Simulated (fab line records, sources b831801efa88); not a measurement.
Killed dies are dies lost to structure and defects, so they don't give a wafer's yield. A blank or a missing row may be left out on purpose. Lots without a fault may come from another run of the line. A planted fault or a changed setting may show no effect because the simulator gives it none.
Problem report in the 8D (eight disciplines) form, filled by code | flow sky130 | the parts of the form that need people (team, actions taken, sign-off) are left out

1. THE PROBLEM
killed_at_front_end at SKY_PAD_OPEN_PROBE_99 reads a mean of 68 on 3 wafers of 2 lots; wafers without a fault read 15 with a standard deviation of 4. That is +13 standard deviations from the usual mean.
First seen on wafer L644.3, day 49 09:35, on prober-02. The record holds 36 wafers of 12 lots with a number at this step. Rule for "out", or "out of limits": more than 4 standard deviations from the usual mean. The other wafers with a number count as sound.

2. WHAT IT IS AND WHAT IT IS NOT
question                    | is                               | is not
which readings at this step | killed_at_front_end, killed_dies | killed_at_M0_to_M3, killed_at_M4_up, killed_at_contacts, killed_open, killed_short
which lots                  | L644, L645                       | L630, L631, L632, L633, L634, L636, L650, L651, L652, L653
which wafers of those lots  | L644.3, L645.4, L645.5           | L644.1, L644.6, L645.3
read on which tools         | prober-02                        | prober-01
when                        | from day 49 09:35                | up to then (19 sound wafers); but 14 sound wafers of L644, L645, L650, L651, L652, L653 came after

3. SUSPECTS, AND WHAT RULES EACH OUT
Counting: a tool at a process step up to the reading stays a suspect if it ran every lot that is out. Sound lots after the first of them don't rule it out here, since some wafers of a struck lot are sound.
- rie_diel-03 at SKY_POLY_GATE_ETCH_16 (etches Si3N4 in CH3F/O2, stops on poly-Si, time 147.5 s, target depth 75 nm): kept. It ran every lot that is out, first L644 (day 21 18:35); its last sound lot up to then is L636 (day 18 17:02).
- rie_diel-02 at SKY_PASSIVATION_ETCH_11 (etches the open film in CF4/O2, stops on AlCu, target depth 725 nm, time 161.1 s): kept. It ran every lot that is out, first L644 (day 48 12:19); its last sound lot up to then is L636 (day 46 14:27).
- rie_diel-02 at SKY_PAD_OPEN_ETCH_07 (etches the open film in CF4/O2, stops on AlCu, target depth 725 nm, time 161.1 s): kept. It ran every lot that is out, first L644 (day 49 07:05); its last sound lot up to then is L630 (day 45 21:59).
- prober-02 at SKY_PAD_OPEN_PROBE_99: kept. It ran every lot that is out, first L644 (day 49 09:29); its last sound lot up to then is L634 (day 46 18:14). Its own readings are out on those wafers: killed_at_front_end, killed_dies.
- Within rie_diel-03 at SKY_POLY_GATE_ETCH_16: the wafers that are out ran in chamber 0; their sound lot-mates ran in chambers 1, 2.
- Within rie_diel-02 at SKY_PASSIVATION_ETCH_11: the wafers that are out ran in chambers 1, 3; their sound lot-mates ran in chambers 0, 2.
- Within rie_diel-02 at SKY_PAD_OPEN_ETCH_07: the wafers that are out ran in chamber 3; their sound lot-mates ran in chambers 0, 2.
Left after counting: rie_diel-03 at SKY_POLY_GATE_ETCH_16, rie_diel-02 at SKY_PASSIVATION_ETCH_11, rie_diel-02 at SKY_PAD_OPEN_ETCH_07, prober-02 at SKY_PAD_OPEN_PROBE_99.

4. THE CAUSE (what the simulator had put in)
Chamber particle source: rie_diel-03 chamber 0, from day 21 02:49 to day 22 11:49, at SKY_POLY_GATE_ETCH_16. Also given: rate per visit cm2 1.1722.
Counting left 4 suspects, and this tool is among them.

5. THE CHAIN OF EFFECTS, in route order
Each row: a reading whose mean over the struck wafers that have a number lies more than 3 standard deviations from the usual. Only readings for which the record gives a usual standard deviation are gone through. hours: the time from each lot's start at the first step in this table that gives one to its start at this step, as a median over the lots. sigmas: the change in usual standard deviations.
hours | step                  | reading             | usual | on struck wafers | change | sigmas
0     | SKY_PAD_OPEN_PROBE_99 | killed_at_front_end | 15    | 68               | +53    | +13
0     | SKY_PAD_OPEN_PROBE_99 | killed_dies         | 87    | 134              | +47    | +5.1
The process steps in it:
- SKY_PAD_OPEN_PROBE_99

6. WHAT WOULD HAVE CAUGHT IT SOONER
In this record the first reading out of limits was taken at day 49 09:35, 679 hours after the fault began at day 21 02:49.
Of the tool readings at SKY_POLY_GATE_ETCH_16 for which the record gives a usual standard deviation, none was out on any struck wafer, so an alarm limit of 4 standard deviations on them would not have fired.
All the lots that are out (2) had begun SKY_POLY_GATE_ETCH_16 on rie_diel-03 by day 49 09:35. A hold on the tool at that time would have spared none of them.
